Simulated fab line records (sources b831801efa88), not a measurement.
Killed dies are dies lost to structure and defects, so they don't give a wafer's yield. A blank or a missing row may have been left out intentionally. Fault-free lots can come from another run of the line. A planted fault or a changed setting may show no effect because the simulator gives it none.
The tool behind it: which one? | flow gf180mcu | at 1 step of a route of 602, 7 lots with 21 wafers sampled

== WHAT THE GAUGES SHOWED, per wafer ==
GF_STI_THK_MEAS_22.
lot  | measured    | on            | STI_OXIDATION_01_THK (nm)
L517 | day 2 08:16 | film_metro-02 | 14.76 14.79 14.67
L519 | day 2 21:07 | film_metro-03 | 15.41 15.14 15.00
L522 | day 3 09:38 | film_metro-02 | 15.38 15.09 14.95
L525 | day 4 01:01 | film_metro-04 | 15.52 15.07 15.22
L527 | day 4 12:55 | film_metro-04 | 15.01 15.01 15.14
L534 | day 5 23:44 | film_metro-04 | 14.90 14.63 14.82
L537 | day 6 17:25 | film_metro-04 | 14.80 14.75 15.24

== TOOL THAT RAN EACH LOT (tool first, then ch and the chambers of the sampled wafers, then the start) ==
Record: no process step prior to these readings.

== THE ANSWER, worked out from the rows above alone ==
Rule: what is usual is taken from the lots themselves. Put in order of their means at a reading, lots are off if they are a third of the lots or fewer, leave a main group of 4 or more, and stand apart from it by a gap of 3 or more times the standard deviation of the main group's means; of several such gaps the widest counts. If all means in a main group match to the digits the tables above print for the reading, that group is not used. Also off: a lot with no number at a reading for which 4 or more lots have one. The other lots that the step has rows for count as sound.
No lot is off at any reading shown: from this, nothing can be told.

== WHAT THE SIMULATOR PUT IN ==
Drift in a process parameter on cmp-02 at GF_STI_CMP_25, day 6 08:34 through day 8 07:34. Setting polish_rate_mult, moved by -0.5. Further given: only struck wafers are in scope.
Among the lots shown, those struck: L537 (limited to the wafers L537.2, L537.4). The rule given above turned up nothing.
